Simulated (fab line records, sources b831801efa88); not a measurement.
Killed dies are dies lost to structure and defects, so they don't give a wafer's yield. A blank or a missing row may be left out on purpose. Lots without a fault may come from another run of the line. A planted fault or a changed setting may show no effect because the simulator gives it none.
Problem report in the 8D (eight disciplines) form, filled by code | flow gf180mcu | the parts of the form that need people (team, actions taken, sign-off) are left out

1. THE PROBLEM
VT_IMPLANT_2_TW at GF_VT_IMPLANT_TW_MEAS_21 reads a mean of 1095 on 6 wafers of 2 lots; wafers without a fault read 1226 with a standard deviation of 6.6. That is -20 standard deviations from the usual mean.
First seen on wafer L927.2, day 10 05:29, on film_metro-03. The record holds 39 wafers of 13 lots with a number at this step. Rule for "out", or "out of limits": more than 4 standard deviations from the usual mean. The other wafers with a number count as sound.

2. WHAT IT IS AND WHAT IT IS NOT
question                    | is                           | is not
which readings at this step | VT_IMPLANT_2_TW              | -
which lots                  | L927, L928                   | L912, L914, L915, L916, L917, L918, L921, L923, L929, L931, L935
which wafers of those lots  | all that have a number       | -
read on which gauges        | film_metro-03, film_metro-04 | film_metro-01
when                        | from day 10 05:29            | up to then (24 sound wafers); but 9 sound wafers of L929, L931, L935 came after

3. SUSPECTS, AND WHAT RULES EACH OUT
Counting: a tool at a process step up to the reading stays a suspect if it ran every lot that is out and no sound lot after the first of them.
- the gauge at GF_VT_IMPLANT_TW_MEAS_21: ruled out. The wafers that are out were read on 2 gauges (film_metro-03, film_metro-04).
- implanter-02 at GF_VT_IMPLANT_IMPLANT_19: kept. It ran every lot that is out, first L927 (day 10 05:16), and no sound lot after that; its last sound lot up to then is L918 (day 7 20:03). Its own readings are out on those wafers: tilt_deg.
Left after counting: implanter-02 at GF_VT_IMPLANT_IMPLANT_19.

4. THE CAUSE (what the simulator had put in)
Process parameter drift: implanter-02, from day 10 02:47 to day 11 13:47, at GF_VT_IMPLANT_IMPLANT_19. Setting tilt_deg, moved by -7, from 7. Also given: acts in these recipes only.
Counting left only this tool.

5. THE CHAIN OF EFFECTS, in route order
Each row: a reading whose mean over the struck wafers that have a number lies more than 3 standard deviations from the usual. Only readings for which the record gives a usual standard deviation are gone through. hours: the time from each lot's start at the first step in this table that gives one to its start at this step, as a median over the lots. sigmas: the change in usual standard deviations.
hours | step                     | reading         | usual         | on struck wafers | change | sigmas
0     | GF_VT_IMPLANT_IMPLANT_19 | tilt_deg        | 7.000 degrees | 0.023            | -6.977 | -99 or more
0     | GF_VT_IMPLANT_TW_MEAS_21 | VT_IMPLANT_2_TW | 1226          | 1095             | -131   | -20
The process steps in it:
- GF_VT_IMPLANT_IMPLANT_19
Later measuring or inspecting steps at which every struck wafer that the step has a row for has a number for every such reading, and none has moved that far: GF_VT_IMPLANT_OVL_MEAS_40, GF_VT_IMPLANT_RS_MEAS_47.

6. WHAT WOULD HAVE CAUGHT IT SOONER
In this record the first reading out of limits at a measuring or inspecting step was taken at day 10 05:29, 3 hours after the fault began at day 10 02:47.
The tool's own readings at GF_VT_IMPLANT_IMPLANT_19 were out on every struck wafer that the step has a row for (tilt_deg): an alarm limit on them would have fired on the first of those.
Of the lots that are out (2), L928 began GF_VT_IMPLANT_IMPLANT_19 on implanter-02 after day 10 05:29. A hold on the tool at that time would have spared it.
